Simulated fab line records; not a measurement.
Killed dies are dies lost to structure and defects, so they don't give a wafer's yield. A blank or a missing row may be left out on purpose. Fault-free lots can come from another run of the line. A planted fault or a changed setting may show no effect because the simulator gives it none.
What tool caused it? | flow sky130 | 9 lots with 27 wafers sampled at 2 steps, on a route of 708 steps

WHAT EACH GAUGE READ, for each wafer
SKY_METAL2_OVL_MEAS_16. Usual: METAL2_OVL gives 1 nm (standard deviation 5.4).
lot  | measured     | on         | METAL2_OVL (nm) | flag
L688 | day 35 08:55 | overlay-01 | -6 -2 0         |
L696 | day 37 23:30 | overlay-02 | -12 -3 -6       |
L698 | day 38 10:31 | overlay-02 | 7 2 2           |
L705 | day 40 14:37 | overlay-02 | -5 -2 -2        |
L706 | day 40 17:31 | overlay-02 | 3 -2 0          |
L707 | day 41 03:46 | overlay-01 | 7 -5 -3         |
L709 | day 41 21:01 | overlay-01 | -4 1 0          |
L710 | day 42 09:01 | overlay-02 | 8 3 -1          |
L711 | day 42 15:25 | overlay-02 | -1 0 6          |

TOOL THAT RAN EACH LOT (tool first, then ch and the chambers of the sampled wafers, then the start)
lot  | SKY_METAL2_SPUTTER_04
L688 | pvd sputter-01, day 34 05:44
L696 | pvd sputter-03, day 36 21:35
L698 | pvd sputter-04, day 37 08:33
L705 | pvd sputter-01, day 39 13:51
L706 | pvd sputter-01, day 39 16:37
L707 | pvd sputter-04, day 40 03:05
L709 | pvd sputter-03, day 40 20:23
L710 | pvd sputter-03, day 41 09:04
L711 | pvd sputter-03, day 41 15:27
- SKY_METAL2_SPUTTER_04: material TiN, target thk 70 nm, time 58.3 s.

AS READ BY THE TOOLS THEMSELVES (means over the sampled wafers that have a number; for cases with no such wafer, the mark the record gives instead)
SKY_METAL2_SPUTTER_04. Usual: 30.0 % for throttle valve pct, sd 1.4.
lot  | tool           | throttle valve pct (%) | flag
L688 | pvd sputter-01 | 28.3                   |
L696 | pvd sputter-03 | 30.2                   |
L698 | pvd sputter-04 | 30.1                   |
L705 | pvd sputter-01 | 29.5                   |
L706 | pvd sputter-01 | 28.1                   |
L707 | pvd sputter-04 | 29.9                   |
L709 | pvd sputter-03 | 30.0                   |
L710 | pvd sputter-03 | 31.4                   |
L711 | pvd sputter-03 | 31.3                   |

THE ANSWER, worked out from the rows above alone
Rule: take the mean of a lot's wafers that have a number; if it is more than 3 standard deviations from the usual mean, the lot is off. Also off: a lot with no number at a reading for which 4 or more lots have one. Where the step has rows for the other lots, those lots are counted as sound. The gauges are gone through in route order, then the tools' own readings, and for those a lot's mean is taken as printed above. The first step at which some lot is off is used, and at that step the reading that is off furthest; a lot without a number counts as furthest.
No lot is off on any of the readings shown, so nothing can be concluded from this.

WHAT THE SIMULATOR PUT IN
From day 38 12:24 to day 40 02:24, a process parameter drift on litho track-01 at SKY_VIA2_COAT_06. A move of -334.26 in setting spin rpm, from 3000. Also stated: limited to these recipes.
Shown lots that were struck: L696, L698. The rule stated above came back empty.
